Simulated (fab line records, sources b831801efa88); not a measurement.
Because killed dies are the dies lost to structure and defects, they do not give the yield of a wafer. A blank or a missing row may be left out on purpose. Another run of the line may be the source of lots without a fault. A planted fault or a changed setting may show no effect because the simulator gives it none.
Matching of chambers || flow sky130 || SKY_VIA2_ETCH_15 on rieDiel-04: 4 sister chambers
The step etches SiO2 in C4F8/O2/Ar, stops on TiN, target depth 546 nm, time 84 s. 30 wafers are shown with their chamber, then 12 later ones without.

WAFERS WITH THEIR CHAMBER
{"wafer": "L076.3", "chamber": 0, "oesProductAu (a.u.)": 0.942}
{"wafer": "L076.4", "chamber": 3, "oesProductAu (a.u.)": 0.935}
{"wafer": "L076.6", "chamber": 2, "oesProductAu (a.u.)": 0.938}
{"wafer": "L079.1", "chamber": 3, "oesProductAu (a.u.)": 0.938}
{"wafer": "L079.4", "chamber": 2, "oesProductAu (a.u.)": 0.948}
{"wafer": "L079.5", "chamber": 0, "oesProductAu (a.u.)": 0.938}
{"wafer": "L081.1", "chamber": 0, "oesProductAu (a.u.)": 0.937}
{"wafer": "L081.2", "chamber": 3, "oesProductAu (a.u.)": 0.946}
{"wafer": "L081.4", "chamber": 2, "oesProductAu (a.u.)": 0.940}
{"wafer": "L082.1", "chamber": 0, "oesProductAu (a.u.)": 0.934}
{"wafer": "L082.3", "chamber": 3, "oesProductAu (a.u.)": 0.936}
{"wafer": "L082.6", "chamber": 1, "oesProductAu (a.u.)": 0.938}
{"wafer": "L083.1", "chamber": 2, "oesProductAu (a.u.)": 0.942}
{"wafer": "L083.2", "chamber": 0, "oesProductAu (a.u.)": 0.931}
{"wafer": "L083.3", "chamber": 3, "oesProductAu (a.u.)": 0.946}
{"wafer": "L083.4", "chamber": 1, "oesProductAu (a.u.)": 0.940}
{"wafer": "L083.5", "chamber": 0, "oesProductAu (a.u.)": 0.938}
{"wafer": "L083.6", "chamber": 1, "oesProductAu (a.u.)": 0.936}
{"wafer": "L084.1", "chamber": 0, "oesProductAu (a.u.)": 0.937}
{"wafer": "L084.2", "chamber": 2, "oesProductAu (a.u.)": 0.937}
{"wafer": "L084.6", "chamber": 3, "oesProductAu (a.u.)": 0.942}
{"wafer": "L086.1", "chamber": 3, "oesProductAu (a.u.)": 0.934}
{"wafer": "L086.2", "chamber": 0, "oesProductAu (a.u.)": 0.939}
{"wafer": "L086.3", "chamber": 2, "oesProductAu (a.u.)": 0.942}
{"wafer": "L086.4", "chamber": 3, "oesProductAu (a.u.)": 0.935}
{"wafer": "L086.5", "chamber": 0, "oesProductAu (a.u.)": 0.938}
{"wafer": "L086.6", "chamber": 2, "oesProductAu (a.u.)": 0.941}
{"wafer": "L088.1", "chamber": 3, "oesProductAu (a.u.)": 0.938}
{"wafer": "L088.4", "chamber": 1, "oesProductAu (a.u.)": 0.940}
{"wafer": "L088.5", "chamber": 1, "oesProductAu (a.u.)": 0.936}

SIGNATURES (averages over the wafers above)
{"reading": "oesProductAu", "chamber 0": 0.93711, "chamber 1": 0.93800, "chamber 2": 0.94114, "chamber 3": 0.93889, "scatter within a chamber": 0.00364}
Rule: a wafer lies at a distance from a chamber equal to the root of the sum of squares, over the readings, of (its reading less the chamber's mean, divided by the reading's scatter). The wafer belongs to the nearest chamber; if the next one is less than 2 further off, it can't be placed. The scatter: the root of (the sum of the squares of (reading less its chamber's mean) over the shown wafers, divided by (wafers less chambers)).

WAFERS WHOSE CHAMBER IS MISSING
{"wafer": "L092.1", "oesProductAu (a.u.)": 0.940}
{"wafer": "L092.2", "oesProductAu (a.u.)": 0.940}
{"wafer": "L092.3", "oesProductAu (a.u.)": 0.933}
{"wafer": "L092.4", "oesProductAu (a.u.)": 0.939}
{"wafer": "L092.5", "oesProductAu (a.u.)": 0.941}
{"wafer": "L092.6", "oesProductAu (a.u.)": 0.939}
{"wafer": "L093.2", "oesProductAu (a.u.)": 0.943}
{"wafer": "L093.3", "oesProductAu (a.u.)": 0.944}
{"wafer": "L093.5", "oesProductAu (a.u.)": 0.939}
{"wafer": "L096.3", "oesProductAu (a.u.)": 0.940}
{"wafer": "L096.5", "oesProductAu (a.u.)": 0.937}
{"wafer": "L096.6", "oesProductAu (a.u.)": 0.935}

CHAMBER TAKEN BY EACH
{"wafer": "L092.1", "from the rows above": "can't be placed: 3 or 2 or 1 or 0", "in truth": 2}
{"wafer": "L092.2", "from the rows above": "can't be placed: 3 or 2 or 1 or 0", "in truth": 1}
{"wafer": "L092.3", "from the rows above": "can't be placed: 0 or 1 or 3 or 2", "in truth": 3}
{"wafer": "L092.4", "from the rows above": "can't be placed: 3 or 1 or 0 or 2", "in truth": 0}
{"wafer": "L092.5", "from the rows above": "can't be placed: 2 or 3 or 1 or 0", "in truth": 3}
{"wafer": "L092.6", "from the rows above": "can't be placed: 3 or 1 or 0 or 2", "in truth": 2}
{"wafer": "L093.2", "from the rows above": "can't be placed: 2 or 3 or 1 or 0", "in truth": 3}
{"wafer": "L093.3", "from the rows above": "can't be placed: 2 or 3 or 1 or 0", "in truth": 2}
{"wafer": "L093.5", "from the rows above": "can't be placed: 3 or 1 or 0 or 2", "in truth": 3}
{"wafer": "L096.3", "from the rows above": "can't be placed: 3 or 2 or 1 or 0", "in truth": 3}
{"wafer": "L096.5", "from the rows above": "can't be placed: 0 or 1 or 3 or 2", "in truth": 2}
{"wafer": "L096.6", "from the rows above": "can't be placed: 0 or 1 or 3 or 2", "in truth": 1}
0 of 12 placed correctly. Unplaceable from these rows: 12, with the true chamber sitting among the candidates in 12. Placed wrongly: 0.
